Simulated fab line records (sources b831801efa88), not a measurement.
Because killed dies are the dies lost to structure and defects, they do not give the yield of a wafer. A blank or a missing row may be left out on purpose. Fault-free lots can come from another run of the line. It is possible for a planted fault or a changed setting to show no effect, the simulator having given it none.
Problem report in the 8D (eight disciplines) form, filled by code | flow gf180mcu | the parts of the form that need people (team, actions taken, sign-off) are left out

1. WHAT WENT WRONG
Mean of oes-product-au at GF_V4_ETCH_17: 0.818 a.u. over 3 wafers from 1 lot, against 0.857 a.u. (standard deviation 0.0041) on wafers with no fault. Relative to the usual mean, that is a shift of -9.5 standard deviations.
The step: etches SiO2 in C4F8/O2/Ar, stops on TiN, target depth 630 nm.
The step gives no start for some of these wafers. The record has a number at this step for 36 wafers belonging to 12 lots. By rule, "out" or "out of limits" means more than 4 standard deviations away from the usual mean. All remaining wafers that have a number are taken as sound.

2. WHAT IT IS AND WHAT IT IS NOT
question                    | is                     | is not
which readings at this step | oes-product-au         | -
which lots                  | L454                   | L441, L443, L444, L445, L448, L452, L457, L458, L460, L461, L463
which wafers of those lots  | all that have a number | -
read on which tools         | rie-diel-02            | rie-diel-03, rie-diel-04

3. THE SUSPECTS, EACH WITH WHAT RULES IT OUT
Counting: a tool at a process step up to the reading stays a suspect if it ran every lot that is out and no sound lot after the first of them.
- cmp-02 at GF_V4_CMP_04 (polishes SiO2): kept. It ran the lot that is out, L454 (day 28 02:45), and no sound lot after that.
- rie-diel-02 at GF_V4_ETCH_17 (etches SiO2 in C4F8/O2/Ar, stops on TiN, target depth 630 nm): ruled out as a lasting fault. After its first lot that is out, L454 (day 29 00:19), sound lots L458, L460 ran on it. GF_V4_ETCH_17 gives no start for some lots, so the hours and the order of its lots are those of GF_MIM_SPUTTER_01.
Left after counting: cmp-02 at GF_V4_CMP_04.

4. THE CAUSE (what the simulator had put in)
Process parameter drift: cmp-02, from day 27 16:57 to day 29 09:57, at GF_V4_CMP_04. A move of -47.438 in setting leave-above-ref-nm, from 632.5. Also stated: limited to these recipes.
The count eliminated every tool but this one.

5. THE CHAIN OF EFFECTS, in route order
Rows list readings where the struck wafers' mean (over those with a number) sits beyond 3 standard deviations from the usual. Scope: only readings with a usual standard deviation given in the record; hours: median across lots of the time from each lot's start at the first step in this table that gives one to its start at this step; sigmas: change in usual standard deviations.
hours | step          | reading        | usual      | on struck wafers | change | sigmas
-     | GF_V4_ETCH_17 | oes-product-au | 0.857 a.u. | 0.818            | -0.039 | -9.5
It contains these process steps:
- GF_V4_ETCH_17: etches SiO2 in C4F8/O2/Ar, stops on TiN, target depth 630 nm.

6. HOW IT WOULD HAVE BEEN CAUGHT EARLIER
No tool reading at GF_V4_CMP_04 that has a usual standard deviation in the record was out on any struck wafer, so an alarm limit of 4 standard deviations on those readings would not have fired.
